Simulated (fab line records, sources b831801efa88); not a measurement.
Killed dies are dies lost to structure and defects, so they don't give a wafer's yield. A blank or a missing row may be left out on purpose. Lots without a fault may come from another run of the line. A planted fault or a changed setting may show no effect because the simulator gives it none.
fab line records | flow sky130
record lots=5 wafers=15 last_day=50
route steps=708 shown GATE_OXIDE@191 POLY_GATE@204 RES_PROTECT@206
lots that met no fault: from a run of the same line without faults
start_h: hours from the record's first day to the start of the lot's first wafer shown | wait_h: hours since the lot's step before | " the same as in the row above | L1.1+2: a row that stands for several wafers | - no value, or no start given | * or withheld: withheld | < > ~ a bound
route shown NAME@n: a module of which the file shows steps, and the number in the route of the first | usual: mean/standard deviation of fault-free wafers | same: alike in all rows | chamber/n: place in a boat | sites: the reading at each site | _std_site: their standard deviation | _edge_site: outer sites' mean less inner sites' | radius_mm: how far each site lies from the wafer's centre | mask NAME#n: copy n | behind: the tool/chamber that last shaped the wafer | hold: why the lot was held/for how many hours/how that ended | device: the transistor (n, p or np) that didn't switch | end of line: the same wafers' tests at the end of the route | a step without rows: its recipe alone | killed: dies lost to structure and defects at the first sort, not the wafer's yield | map: a wafer's dies, x killed, . not, _ none there
set.NAME: the setting as run; set.NAME@STEP: as run at that earlier step | model.NAME: the simulator's own value behind a step, which no gauge read
lots at some steps of the route; a table a step, a row a wafer
services: from which hour (start_h, from the record's first day; less than 0 if before it) a tool's chamber was out of use, for how many hours, and why
## steps
# step SKY_GATE_OXIDE_HMDS_04
# recipe prime_time_s=60 prime_temp_c=120
# columns lot.wafer tool chamber start_h wait_h
L081.1+2+6 litho_track-04 0 349.49 0.1
L083.4+5+6 litho_track-02 0 365.52 0.1
L086.1+2+4 litho_track-02 0 397.84 0.1
L095.1+2+4 litho_track-04 0 470.49 0.1
L097.1+3+5 litho_track-02 0 481.44 0.1
# step SKY_GATE_OXIDE_COAT_05
# recipe resist=NOVOLAK spin_rpm=3000 resist_thk_nm=1162
# usual spin_speed_rpm=2999.9/1.6
# columns lot.wafer tool chamber start_h wait_h spin_speed_rpm
L081.1 litho_track-04 0 349.64 0.1 2998.0
L081.2 " 0 " " 2999.3
L081.6 " 0 " " 2999.3
L083.4 litho_track-02 0 365.67 0.1 2999.5
L083.5 " 0 " " 3000.8
L083.6 " 0 " " 3002.1
L086.1 litho_track-02 0 397.99 0.1 3002.8
L086.2 " 0 " " 3000.3
L086.4 " 0 " " 2999.3
L095.1 litho_track-04 0 470.64 0.1 3003.0
L095.2 " 0 " " 3001.0
L095.4 " 0 " " 3003.2
L097.1 litho_track-02 0 481.59 0.1 3000.2
L097.3 " 0 " " 2999.7
L097.5 " 0 " " 2999.7
# step SKY_GATE_OXIDE_SOFTBAKE_06
# recipe temp_c=90 time_s=60 resist=NOVOLAK
# columns lot.wafer tool chamber start_h wait_h
L081.1+2+6 litho_track-04 0 349.79 0.1
L083.4+5+6 litho_track-02 0 365.82 0.1
L086.1+2+4 litho_track-02 0 398.14 0.1
L095.1+2+4 litho_track-04 0 470.79 0.1
L097.1+3+5 litho_track-02 0 481.74 0.1
# step SKY_GATE_OXIDE_EXPOSE_07
# recipe mask_id=LVOM na=0.6 source_shape=conventional sigma_outer=0.6 polarization=unpolarized target_cd_nm=600 dose_mj=170
# usual exposure_dose_mJ_cm2=169.98/0.17
# columns lot.wafer tool chamber start_h wait_h mask exposure_dose_mJ_cm2
L081.1 iline_stepper-01 0 - - LVOM#0 170.00
L081.2 " 0 " " LVOM#0 170.03
L081.6 " 0 " " LVOM#0 170.08
L083.4 iline_stepper-01 0 - - LVOM#0 170.08
L083.5 " 0 " " LVOM#0 169.99
L083.6 " 0 " " LVOM#0 169.81
L086.1 iline_stepper-01 0 - - LVOM#0 170.08
L086.2 " 0 " " LVOM#0 169.89
L086.4 " 0 " " LVOM#0 170.01
L095.1 iline_stepper-02 0 - - LVOM#0 170.10
L095.2 " 0 " " LVOM#0 169.83
L095.4 " 0 " " LVOM#0 169.81
L097.1 iline_stepper-02 0 - - LVOM#0 170.10
L097.3 " 0 " " LVOM#0 170.24
L097.5 " 0 " " LVOM#0 169.97
# step SKY_GATE_OXIDE_PEB_08
# recipe temp_c=withheld time_s=* resist=NOVOLAK
# columns lot.wafer tool chamber start_h wait_h
L081.1+2+6 litho_track-04 0 - -
L083.4+5+6 litho_track-02 0 - -
L086.1+2+4 litho_track-04 0 - -
L095.1+2+4 litho_track-03 0 - -
L097.1+3+5 litho_track-02 0 - -
# step SKY_GATE_OXIDE_DEVELOP_09
# recipe resist=NOVOLAK developer=TMAH develop_time_s=60 dev_temp_c=23
# columns lot.wafer tool chamber start_h wait_h
L081.1+2+6 litho_track-04 0 362.69 0.1
L083.4+5+6 litho_track-02 0 380.07 0.1
L086.1+2+4 litho_track-04 0 412.94 0.1
L095.1+2+4 litho_track-03 0 485.83 0.1
L097.1+3+5 litho_track-02 0 500.84 0.1
# step SKY_GATE_OXIDE_OVL_MEAS_10
# usual GATE_OXIDE_OVL=0.6/1.5
# columns lot.wafer tool chamber start_h wait_h GATE_OXIDE_OVL[nm]
L081.1 overlay-02 - 362.84 0.1 -3.2
L081.2 " - " " -1.7
L081.6 " - " " -2.7
L083.4 overlay-01 - 380.16 0.1 -0.5
L083.5 " - " " 0.6
L083.6 " - " " -1.4
L086.1 overlay-02 - 413.09 0.1 1.1
L086.2 " - " " 1.8
L086.4 " - " " 2.7
L095.1 overlay-02 - 485.98 0.1 1.0
L095.2 " - " " 1.6
L095.4 " - " " 0.3
L097.1 overlay-01 - 500.99 0.1 1.4
L097.3 " - " " 1.3
L097.5 " - " " 2.1
# step SKY_GATE_OXIDE_IMPLANT_11
# recipe species=B energy_kev=10 dose_cm2=2.6e+12 tilt_deg=withheld
# usual end_station_pressure_torr=4.97e-06/2.5e-07 faraday_current_uA=14.7/0.31
# same implant_ion_amu=11
# columns lot.wafer tool chamber start_h wait_h end_station_pressure_torr faraday_current_uA
L081.1 implanter-01 0 362.88 0.0 4.65e-06 14.8
L081.2 " 0 " " 4.74e-06 15.4
L081.6 " 0 " " 4.94e-06 14.9
L083.4 implanter-01 0 380.26 0.1 5.45e-06 14.4
L083.5 " 0 " " 4.54e-06 14.4
L083.6 " 0 " " 4.48e-06 14.4
L086.1 implanter-04 0 413.13 0.0 4.75e-06 14.9
L086.2 " 0 " " 4.8e-06 14.6
L086.4 " 0 " " 4.81e-06 14.7
L095.1 implanter-03 0 486.01 0.0 5.27e-06 14.9
L095.2 " 0 " " 5.04e-06 14.4
L095.4 " 0 " " 4.99e-06 14.6
L097.1 implanter-04 0 501.03 0.0 5.78e-06 15.0
L097.3 " 0 " " 4.59e-06 15.0
L097.5 " 0 " " 4.79e-06 14.6
# step SKY_GATE_OXIDE_WET_ETCH_12
# recipe chemistry=dHF target_depth_nm=16.8 dry=n2_spin target=SiO2 dilution=100:1 temp_c=25 time_s=336
# columns lot.wafer tool chamber start_h wait_h
L081.1+2+6 wet_bench-04 0 363.03 0.1
L083.4+5+6 wet_bench-03 2 380.33 0.1
L086.1+2+4 wet_bench-03 1 413.28 0.1
L095.1+2+4 wet_bench-04 1 486.16 0.1
L097.1+3+5 wet_bench-04 3 501.18 0.1
# step SKY_GATE_OXIDE_STRIP_13
# recipe chemistry=O2/N2 power_w=1400 pressure_mtorr=1500 platen_temp_c=withheld o2_flow_sccm=3000 n2_flow_sccm=300 overash_fraction=0.5
# usual drypump_motor_current_A=5.7/0.4 oes_product_au=0.716/0.0044 strip_time_to_endpoint_s=14.41/0.04
# columns lot.wafer tool chamber start_h wait_h drypump_motor_current_A oes_product_au rf_hours_counter_h strip_time_to_endpoint_s
L081.1 plasma_asher-04 0 363.13 0.0 5.6 0.709 56 14.40
L081.2 " 1 " " 6.3 0.720 56 14.35
L081.6 " 0 " " 5.6 0.712 - 14.43
L083.4 plasma_asher-04 0 380.47 0.0 5.6 0.717 - 14.33
L083.5 " 1 " " 6.3 0.716 - 14.31
L083.6 " 0 " " 5.6 0.720 - 14.31
L086.1 plasma_asher-01 0 413.48 0.0 5.4 0.718 72 14.35
L086.2 " 1 " " 5.5 0.714 72 14.32
L086.4 " 0 " " 5.4 0.713 - 14.34
L095.1 plasma_asher-02 1 486.27 0.0 6.2 0.713 36 14.41
L095.2 " 0 " " 5.2 0.717 36 14.42
L095.4 " 1 " " 6.1 0.722 - 14.46
L097.1 plasma_asher-04 0 501.28 0.0 5.6 0.711 69 14.44
L097.3 " 1 " " 6.3 0.719 - 14.41
L097.5 " 1 " " 6.4 0.718 - 14.41
# step SKY_GATE_OXIDE_TW_MEAS_14
# usual GATE_OXIDE_TW=224.3/1.1
# columns lot.wafer tool chamber start_h wait_h GATE_OXIDE_TW
L081.1 film_metro-04 - 363.23 0.1 224.6
L081.2 " - " " 224.5
L081.6 " - " " 223.8
L083.4 film_metro-02 - 380.56 0.1 225.4
L083.5 " - " " 225.9
L083.6 " - " " 224.5
L086.1 film_metro-04 - 413.58 0.1 224.9
L086.2 " - " " 224.1
L086.4 " - " " 223.8
L095.1 film_metro-02 - 486.37 0.1 224.4
L095.2 " - " " 223.1
L095.4 " - " " 223.6
L097.1 film_metro-03 - 501.38 0.1 223.8
L097.3 " - " " 222.7
L097.5 " - " " 222.7
# step SKY_GATE_OXIDE_CLEAN_15
# recipe chemistry=SC1/SC2 mix=1:4:20 temp_c=70 time_s=150 dry=n2_spin
# columns lot.wafer tool chamber start_h wait_h
L081.1+2+6 wet_bench-02 0 363.29 0.1
L083.4+5+6 wet_bench-02 1 380.59 0.0
L086.1+2+4 wet_bench-02 2 413.64 0.1
L095.1+2+4 wet_bench-03 1 486.43 0.1
L097.1+3+5 wet_bench-04 1 501.44 0.1
# step SKY_GATE_OXIDE_OXIDATION_16
# recipe temp_c=800 ambient=O2 idle_temp_c=700 ramp_up_c_per_min=10 ramp_down_c_per_min=3 stabilise_s=600 purge_s=300 target_thk_a=35.7 ox_time_s=1915
# usual spike_tc_bottom_C=818.7/1.5 zone_power_bottom_pct=21.0/0.99
# same ox_time_s=1915 purge_s=300
# columns lot.wafer tool chamber start_h wait_h spike_tc_bottom_C zone_power_bottom_pct
L081.1 furnace-01 0 363.45 0.1 817.3 21.7
L081.2 " 0 " " 818.2 22.2
L081.6 " 0 " " 820.8 22.1
L083.4 furnace-01 0 381.43 0.8 819.9 22.3
L083.5 " 0 " " 819.3 21.8
L083.6 " 0 " " 819.1 22.4
L086.1 furnace-02 0 413.93 0.2 819.3 19.8
L086.2 " 0 " " 816.5 20.1
L086.4 " 0 " " 818.9 19.9
L095.1 furnace-01 0 486.48 0.0 820.4 21.6
L095.2 " 0 " " 820.3 21.5
L095.4 " 0 " " 820.4 21.9
L097.1 furnace-01 0 501.49 0.0 819.6 22.0
L097.3 " 0 " " 821.6 21.9
L097.5 " 0 " " 820.6 21.9
# step SKY_POLY_GATE_CVD_00
# recipe material=poly-Si target_thk_nm=180 temp_c=620 time_s=720 pressure_mtorr=200
# usual spike_tc_bottom_C=640.7/1.3 zone_power_bottom_pct=13.42/0.12
# columns lot.wafer tool chamber start_h wait_h spike_tc_bottom_C zone_power_bottom_pct
L081.1 lpcvd-01 1 364.98 0.0 638.4 13.45
L081.2 " 1 " " 639.5 13.61
L081.6 " 1 " " 638.4 13.51
L083.4 lpcvd-01 0 382.96 0.0 642.8 13.75
L083.5 " 0 " " 642.1 13.21
L083.6 " 0 " " 641.8 13.34
L086.1 lpcvd-01 1 415.46 0.0 639.8 13.56
L086.2 " 1 " " 639.4 13.39
L086.4 " 1 " " 641.1 13.47
L095.1 lpcvd-01 0 488.02 0.0 640.4 13.46
L095.2 " 0 " " 640.9 13.26
L095.4 " 0 " " 642.1 13.37
L097.1 lpcvd-01 0 503.02 0.0 641.1 13.19
L097.3 " 0 " " 642.2 13.35
L097.5 " 0 " " 641.2 13.40
# step SKY_POLY_GATE_THK_MEAS_01
# recipe reads=poly-Si_of_POLY_GATE_CVD_00
# usual POLY_GATE_CVD_00_THK=179.9/1.6
# columns lot.wafer tool chamber start_h wait_h POLY_GATE_CVD_00_THK[nm]
L081.1 film_metro-03 - 366.18 0.0 180.1
L081.2 " - " " 180.0
L081.6 " - " " 179.3
L083.4 film_metro-03 - 384.19 0.0 178.1
L083.5 " - " " 179.8
L083.6 " - " " 179.4
L086.1 film_metro-02 - 416.66 0.0 177.8
L086.2 " - " " 178.8
L086.4 " - " " 179.6
L095.1 film_metro-02 - 489.22 0.0 178.8
L095.2 " - " " 179.1
L095.4 " - " " 178.9
L097.1 film_metro-02 - 504.82 0.0 178.7
L097.3 " - " " 179.5
L097.5 " - " " 178.8
# step SKY_RES_PROTECT_DEHYDRATE_00
# recipe temp_c=200 time_s=60
# columns lot.wafer tool chamber start_h wait_h
L081.1+2+6 litho_track-02 0 380.14 14.0
L083.4+5+6 litho_track-01 0 397.64 13.4
L086.1+2+4 litho_track-04 0 430.34 13.7
L095.1+2+4 litho_track-02 0 503.69 14.5
L097.1+3+5 litho_track-02 0 518.69 13.9
# step SKY_RES_PROTECT_HMDS_01
# recipe prime_time_s=60 prime_temp_c=120
# columns lot.wafer tool chamber start_h wait_h
L081.1+2+6 litho_track-02 0 380.29 0.1
L083.4+5+6 litho_track-01 0 397.79 0.1
L086.1+2+4 litho_track-04 0 430.49 0.1
L095.1+2+4 litho_track-02 0 503.84 0.1
L097.1+3+5 litho_track-02 0 518.84 0.1
# step SKY_RES_PROTECT_COAT_02
# recipe resist=NOVOLAK spin_rpm=3000 resist_thk_nm=1140
# usual spin_speed_rpm=3000.0/2.1
# columns lot.wafer tool chamber start_h wait_h spin_speed_rpm
L081.1 litho_track-02 0 380.44 0.1 3002.7
L081.2 " 0 " " 3001.8
L081.6 " 0 " " 2997.1
L083.4 litho_track-01 0 397.94 0.1 2999.8
L083.5 " 0 " " 2997.9
L083.6 " 0 " " 3006.2
L086.1 litho_track-04 0 430.64 0.1 2996.3
L086.2 " 0 " " 2997.8
L086.4 " 0 " " 2996.5
L095.1 litho_track-02 0 503.99 0.1 2998.2
L095.2 " 0 " " 2997.3
L095.4 " 0 " " 3000.0
L097.1 litho_track-02 0 518.99 0.1 3001.2
L097.3 " 0 " " 3002.9
L097.5 " 0 " " 3001.2
# step SKY_RES_PROTECT_SOFTBAKE_03
# recipe temp_c=90 time_s=60 resist=NOVOLAK
# columns lot.wafer tool chamber start_h wait_h
L081.1+2+6 litho_track-02 0 380.59 0.1
L083.4+5+6 litho_track-01 0 398.09 0.1
L086.1+2+4 litho_track-04 0 430.79 0.1
L095.1+2+4 litho_track-02 0 504.14 0.1
L097.1+3+5 litho_track-02 0 519.14 0.1
# step SKY_RES_PROTECT_EXPOSE_04
# recipe mask_id=RPM na=0.6 source_shape=conventional sigma_outer=0.6 polarization=unpolarized target_cd_nm=1270 dose_mj=131
# usual exposure_dose_mJ_cm2=131.01/0.13
# columns lot.wafer tool chamber start_h wait_h mask exposure_dose_mJ_cm2
L081.1 iline_stepper-01 0 - - RPM#0 130.81
L081.2 " 0 " " RPM#0 131.21
L081.6 " 0 " " RPM#0 131.14
L083.4 iline_stepper-01 0 - - RPM#0 130.83
L083.5 " 0 " " RPM#0 130.81
L083.6 " 0 " " RPM#0 130.74
L086.1 iline_stepper-01 0 - - RPM#0 131.10
L086.2 " 0 " " RPM#0 131.04
L086.4 " 0 " " RPM#0 131.05
L095.1 iline_stepper-01 0 - - RPM#0 131.13
L095.2 " 0 " " RPM#0 131.06
L095.4 " 0 " " RPM#0 131.11
L097.1 iline_stepper-02 0 - - RPM#0 130.89
L097.3 " 0 " " RPM#0 130.90
L097.5 " 0 " " RPM#0 131.09
# step SKY_RES_PROTECT_PEB_05
# recipe temp_c=withheld time_s=* resist=NOVOLAK
# columns lot.wafer tool chamber start_h wait_h
L081.1+2+6 litho_track-01 0 - -
L083.4+5+6 litho_track-04 0 - -
L086.1+2+4 litho_track-04 0 - -
L095.1+2+4 litho_track-04 0 - -
L097.1+3+5 litho_track-04 0 - -
# step SKY_RES_PROTECT_DEVELOP_06
# recipe resist=NOVOLAK developer=TMAH develop_time_s=60 dev_temp_c=23
# columns lot.wafer tool chamber start_h wait_h
L081.1+2+6 litho_track-01 0 394.21 0.1
L083.4+5+6 litho_track-04 0 413.32 0.1
L086.1+2+4 litho_track-04 0 446.64 0.1
L095.1+2+4 litho_track-04 0 518.59 0.1
L097.1+3+5 litho_track-04 0 534.04 0.1
# step SKY_POLY_GATE_IMPLANT_02
# recipe species=P energy_kev=30 dose_cm2=7.557e+15 tilt_deg=0
# usual end_station_pressure_torr=1.14e-05/1.1e-06 faraday_current_uA=12641/1100
# same implant_ion_amu=31
# columns lot.wafer tool chamber start_h wait_h end_station_pressure_torr faraday_current_uA
L081.1 implanter-02 0 394.36 0.1 1.09e-05 11823
L081.2 " 0 " " 9.8e-06 11573
L081.6 " 0 " " 1.11e-05 11846
L083.4 implanter-01 0 413.47 0.1 1.28e-05 14277
L083.5 " 0 " " 1.26e-05 13613
L083.6 " 0 " " 1.15e-05 13703
L086.1 implanter-02 0 446.79 0.1 1e-05 11591
L086.2 " 0 " " 1.03e-05 11714
L086.4 " 0 " " 1.01e-05 11269
L095.1 implanter-01 0 518.74 0.1 1.24e-05 13513
L095.2 " 0 " " 1.22e-05 13479
L095.4 " 0 " " 1.26e-05 13967
L097.1 implanter-01 0 534.19 0.1 1.23e-05 13675
L097.3 " 0 " " 1.32e-05 14050
L097.5 " 0 " " 1.31e-05 13390
# step SKY_RES_PROTECT_STRIP_07
# recipe chemistry=O2/N2 power_w=1400 pressure_mtorr=1500 platen_temp_c=withheld o2_flow_sccm=3000 n2_flow_sccm=300 overash_fraction=0.5
# usual drypump_motor_current_A=5.6/0.34 oes_product_au=0.519/0.0047 strip_time_to_endpoint_s=23.19/0.043
# columns lot.wafer tool chamber start_h wait_h drypump_motor_current_A oes_product_au rf_hours_counter_h strip_time_to_endpoint_s
L081.1 plasma_asher-03 0 394.51 0.1 5.7 0.523 69 23.13
L081.2 " 1 " " 5.3 0.517 69 23.17
L081.6 " 1 " " 5.3 0.525 - 23.18
L083.4 plasma_asher-03 0 413.57 0.1 5.7 0.517 - 23.15
L083.5 " 1 " " 5.3 0.512 - 23.16
L083.6 " 0 " " 5.7 0.527 - 23.15
L086.1 plasma_asher-04 1 446.94 0.1 6.3 0.517 64 23.27
L086.2 " 0 " " 5.6 0.520 64 23.26
L086.4 " 1 " " 6.3 0.513 - 23.23
L095.1 plasma_asher-01 0 518.89 0.1 5.3 0.519 9 23.21
L095.2 " 1 " " 5.5 0.525 9 23.21
L095.4 " 0 " " 5.3 0.526 - 23.20
L097.1 plasma_asher-03 1 534.34 0.1 5.3 0.517 83 23.16
L097.3 " 0 " " 5.7 0.519 - 23.21
L097.5 " 0 " " 5.7 0.515 - 23.18
# step SKY_RES_PROTECT_TW_MEAS_08
# usual POLY_GATE_TW=4035/28
# columns lot.wafer tool chamber start_h wait_h POLY_GATE_TW
L081.1 film_metro-04 - 394.61 0.1 3993
L081.2 " - " " 4008
L081.6 " - " " 4016
L083.4 film_metro-01 - 413.67 0.1 4006
L083.5 " - " " 3984
L083.6 " - " " 4025
L086.1 film_metro-02 - 447.04 0.1 4064
L086.2 " - " " 4082
L086.4 " - " " 4070
L095.1 film_metro-04 - 518.99 0.1 4040
L095.2 " - " " 4050
L095.4 " - " " 4029
L097.1 film_metro-01 - 534.44 0.1 4068
L097.3 " - " " 4064
L097.5 " - " " 4044
# step SKY_RES_PROTECT_CLEAN_09
# recipe chemistry=SC1/SC2 mix=1:4:20 temp_c=70 time_s=150 dry=n2_spin
# columns lot.wafer tool chamber start_h wait_h
L081.1+2+6 wet_bench-03 3 394.67 0.1
L083.4+5+6 wet_bench-01 1 413.70 0.0
L086.1+2+4 wet_bench-01 3 447.10 0.1
L095.1+2+4 wet_bench-01 1 519.05 0.1
L097.1+3+5 wet_bench-02 0 534.50 0.1
# step SKY_POLY_GATE_CVD_03
# recipe material=Si3N4 precursor=DCS/NH3 target_thk_nm=75 temp_c=770 time_s=1290 pressure_mtorr=250
# usual spike_tc_bottom_C=793/4.4 zone_power_bottom_pct=19.1/1
# columns lot.wafer tool chamber start_h wait_h spike_tc_bottom_C zone_power_bottom_pct
L081.1 lpcvd-02 0 394.72 0.0 789 20.4
L081.2 " 0 " " 787 20.1
L081.6 " 0 " " 789 20.6
L083.4 lpcvd-02 0 415.43 1.7 790 20.1
L083.5 " 0 " " 789 20.0
L083.6 " 0 " " 788 20.2
L086.1 lpcvd-02 0 447.16 0.0 789 20.2
L086.2 " 0 " " 788 20.4
L086.4 " 0 " " 788 20.4
L095.1 lpcvd-02 1 519.10 0.0 798 18.3
L095.2 " 1 " " 797 18.4
L095.4 " 1 " " 797 18.3
L097.1 lpcvd-02 1 534.55 0.0 798 18.0
L097.3 " 1 " " 797 18.2
L097.5 " 1 " " 799 18.1
# step SKY_POLY_GATE_THK_MEAS_04
# recipe reads=Si3N4_of_POLY_GATE_CVD_03
# usual POLY_GATE_CVD_03_THK=75.2/0.76
# columns lot.wafer tool chamber start_h wait_h POLY_GATE_CVD_03_THK[nm]
L081.1 film_metro-03 - 396.08 0.0 74.6
L081.2 " - " " 74.3
L081.6 " - " " 74.8
L083.4 film_metro-01 - 416.83 0.0 75.2
L083.5 " - " " 75.6
L083.6 " - " " 75.4
L086.1 film_metro-03 - 448.52 0.0 74.4
L086.2 " - " " 74.5
L086.4 " - " " 74.4
L095.1 film_metro-02 - 520.46 0.0 74.8
L095.2 " - " " 75.2
L095.4 " - " " 75.1
L097.1 film_metro-02 - 535.91 0.0 73.9
L097.3 " - " " 73.4
L097.5 " - " " 73.8
# step SKY_POLY_GATE_DEHYDRATE_05
# recipe temp_c=200 time_s=60
# columns lot.wafer tool chamber start_h wait_h
L081.1+2+6 litho_track-01 0 410.51 14.4
L083.4+5+6 litho_track-03 0 431.25 14.4
L086.1+2+4 litho_track-01 0 463.01 14.5
L095.1+2+4 litho_track-02 0 535.04 14.6
L097.1+3+5 litho_track-01 0 549.96 14.0
# step SKY_POLY_GATE_HMDS_06
# recipe prime_time_s=60 prime_temp_c=120
# columns lot.wafer tool chamber start_h wait_h
L081.1+2+6 litho_track-01 0 410.66 0.1
L083.4+5+6 litho_track-03 0 431.40 0.1
L086.1+2+4 litho_track-01 0 463.16 0.1
L095.1+2+4 litho_track-02 0 535.19 0.1
L097.1+3+5 litho_track-01 0 550.11 0.1
# step SKY_POLY_GATE_COAT_07
# recipe resist=BARC temp_c=withheld time_s=withheld spin_rpm=3000 resist_thk_nm=110
# usual spin_speed_rpm=2999.9/2.2
# columns lot.wafer tool chamber start_h wait_h spin_speed_rpm
L081.1 litho_track-01 0 410.81 0.1 3002.9
L081.2 " 0 " " 3000.7
L081.6 " 0 " " 3002.3
L083.4 litho_track-03 0 431.55 0.1 3000.5
L083.5 " 0 " " 2999.0
L083.6 " 0 " " 3001.2
L086.1 litho_track-01 0 463.31 0.1 3003.6
L086.2 " 0 " " 2998.6
L086.4 " 0 " " 3000.7
L095.1 litho_track-02 0 535.34 0.1 2998.0
L095.2 " 0 " " 2999.4
L095.4 " 0 " " 3001.0
L097.1 litho_track-01 0 550.26 0.1 2996.6
L097.3 " 0 " " 3001.1
L097.5 " 0 " " 3003.4
# step SKY_POLY_GATE_COAT_08
# recipe resist=KrF-thick spin_rpm=3000 resist_thk_nm=450
# usual spin_speed_rpm=3000.2/2.5
# columns lot.wafer tool chamber start_h wait_h spin_speed_rpm
L081.1 litho_track-01 0 - - 2999.5
L081.2 " 0 " " 3004.4
L081.6 " 0 " " 3003.3
L083.4 litho_track-03 0 - - 3001.2
L083.5 " 0 " " 3003.1
L083.6 " 0 " " 3002.3
L086.1 litho_track-01 0 - - 2998.0
L086.2 " 0 " " 2997.3
L086.4 " 0 " " 3006.4
L095.1 litho_track-02 0 - - 3000.1
L095.2 " 0 " " 3000.6
L095.4 " 0 " " 3001.8
L097.1 litho_track-01 0 - - 3001.7
L097.3 " 0 " " 3001.0
L097.5 " 0 " " 3000.8
# step SKY_POLY_GATE_SOFTBAKE_09
# recipe temp_c=100 time_s=90 resist=KrF-thick
# columns lot.wafer tool chamber start_h wait_h
L081.1+2+6 litho_track-01 0 - -
L083.4+5+6 litho_track-03 0 - -
L086.1+2+4 litho_track-01 0 - -
L095.1+2+4 litho_track-02 0 - -
L097.1+3+5 litho_track-01 0 - -
# step SKY_POLY_GATE_EXPOSE_10
# recipe mask_id=P1M na=0.68 source_shape=conventional sigma_outer=0.6 target_cd_nm=150 dose_mj=28
# usual exposure_dose_mJ_cm2=28.001/0.024
# columns lot.wafer tool chamber start_h wait_h mask exposure_dose_mJ_cm2
L081.1 krf_scanner-01 0 - - P1M#0 28.003
L081.2 " 0 " " P1M#0 27.957
L081.6 " 0 " " P1M#0 27.945
L083.4 krf_scanner-01 0 - - P1M#0 28.034
L083.5 " 0 " " P1M#0 28.012
L083.6 " 0 " " P1M#0 28.048
L086.1 krf_scanner-01 0 - - P1M#0 28.058
L086.2 " 0 " " P1M#0 28.020
L086.4 " 0 " " P1M#0 28.015
L095.1 krf_scanner-01 0 - - P1M#0 27.988
L095.2 " 0 " " P1M#0 27.985
L095.4 " 0 " " P1M#0 28.032
L097.1 krf_scanner-02 0 - - P1M#0 27.994
L097.3 " 0 " " P1M#0 28.006
L097.5 " 0 " " P1M#0 28.042
# step SKY_POLY_GATE_PEB_11
# recipe peb_temp_c=withheld peb_time_s=withheld resist=KrF-thick
# columns lot.wafer tool chamber start_h wait_h
L081.1+2+6 litho_track-03 0 - -
L083.4+5+6 litho_track-02 0 - -
L086.1+2+4 litho_track-01 0 - -
L095.1+2+4 litho_track-01 0 - -
L097.1+3+5 litho_track-01 0 - -
# step SKY_POLY_GATE_DEVELOP_12
# recipe develop_time_s=60 resist=KrF-thick dev_temp_c=21
# columns lot.wafer tool chamber start_h wait_h
L081.1+2+6 litho_track-03 0 - -
L083.4+5+6 litho_track-02 0 - -
L086.1+2+4 litho_track-01 0 - -
L095.1+2+4 litho_track-01 0 - -
L097.1+3+5 litho_track-01 0 - -
# step SKY_POLY_GATE_CD_MEAS_13
# recipe target_cd_nm=150
# usual cd_nm=149.5/1.7
# columns lot.wafer tool chamber start_h wait_h cd_nm
L081.1 cd_sem-01 - 425.68 - 151.0
L081.2 " - " " 151.9
L081.6 " - " " 150.2
L083.4 cd_sem-01 - 447.90 - 148.6
L083.5 " - " " 147.2
L083.6 " - " " 148.1
L086.1 cd_sem-02 - 479.41 - 151.0
L086.2 " - " " 150.4
L086.4 " - " " 150.3
L095.1 cd_sem-01 - 549.96 - 149.5
L095.2 " - " " 151.6
L095.4 " - " " 150.5
L097.1 cd_sem-01 - 565.51 - 152.1
L097.3 " - " " 151.7
L097.5 " - " " 151.9
# step SKY_POLY_GATE_OVL_MEAS_14
# usual POLY_GATE_OVL=0/5.5
# columns lot.wafer tool chamber start_h wait_h POLY_GATE_OVL[nm]
L081.1 overlay-01 - 425.80 0.1 2
L081.2 " - " " -3
L081.6 " - " " -3
L083.4 overlay-01 - 447.98 0.1 3
L083.5 " - " " -3
L083.6 " - " " -6
L086.1 overlay-02 - 479.53 0.1 -14
L086.2 " - " " -5
L086.4 " - " " -6
L095.1 overlay-02 - 550.08 0.1 13
L095.2 " - " " 3
L095.4 " - " " 7
L097.1 overlay-01 - 565.63 0.1 -1
L097.3 " - " " 0
L097.5 " - " " 0
# step SKY_POLY_GATE_ETCH_15
# recipe chemistry=N2/H2 target=BARC ion_energy_ev=200 source_w=500 bias_w=100 pressure_mtorr=30 n2_flow_sccm=100 h2_flow_sccm=200 stop_on=SiO2 time_s=118.5 target_depth_a=1100
# usual drypump_motor_current_A=5.9/0.37 oes_product_au=0.715/0.0048 throttle_valve_pct=13.212/0.011
# columns lot.wafer tool chamber start_h wait_h drypump_motor_current_A oes_product_au rf_hours_counter_h throttle_valve_pct
L081.1 rie_diel-03 2 425.83 0.0 5.7 0.709 3 13.216
L081.2 " 1 " " 6.0 0.714 3 13.224
L081.6 " 3 " " 6.0 0.727 - 13.224
L083.4 rie_diel-02 1 448.00 0.0 5.2 0.720 5 13.217
L083.5 " 3 " " 5.5 0.713 - 13.233
L083.6 " 2 " " 6.1 0.722 - 13.214
L086.1 rie_diel-03 1 479.57 0.0 6.0 0.708 4 13.208
L086.2 " 2 " " 5.7 0.712 4 13.211
L086.4 " 3 " " 6.0 0.720 15 13.195
L095.1 rie_diel-03 1 550.12 0.0 6.0 0.709 5 13.212
L095.2 " 0 " " 6.2 0.714 44 13.210
L095.4 " 2 " " 5.7 0.708 6 13.216
L097.1 rie_diel-04 3 565.67 0.0 6.3 0.717 15 13.218
L097.3 " 1 " " 6.3 0.717 8 13.209
L097.5 " 3 " " 6.3 0.718 - 13.212
## services
# columns tool chamber start_h hours kind
krf_scanner-01 - 340.38 1.3 pm
iline_stepper-02 - 342.39 1.7 pm
wet_bench-04 - 346.55 2.8 repair
iline_stepper-01 - 353.97 1.7 pm
wet_bench-04 - 356.10 1.9 pm
lpcvd-02 - 364.12 2.8 pm
rie_diel-03 2 377.92 6.8 repair
lpcvd-01 - 396.44 6.0 pm
krf_scanner-01 - 405.84 0.8 pm
furnace-01 - 406.67 4.0 pm
implanter-01 - 438.62 0.9 repair
lpcvd-01 - 450.03 2.8 repair
furnace-01 - 466.60 3.8 pm
plasma_asher-03 - 475.07 0.9 repair
iline_stepper-01 - 479.99 7.4 repair
iline_stepper-02 - 479.99 5.0 repair
krf_scanner-01 - 486.34 1.0 pm
wet_bench-03 - 500.65 9.3 repair
rie_diel-03 - 508.86 2.1 repair
implanter-01 - 513.26 5.0 pm
krf_scanner-01 - 516.28 1.3 pm
rie_diel-03 3 531.83 8.2 repair
krf_scanner-01 - 540.38 3.9 repair
krf_scanner-01 - 541.95 3.3 repair
## key
fault none
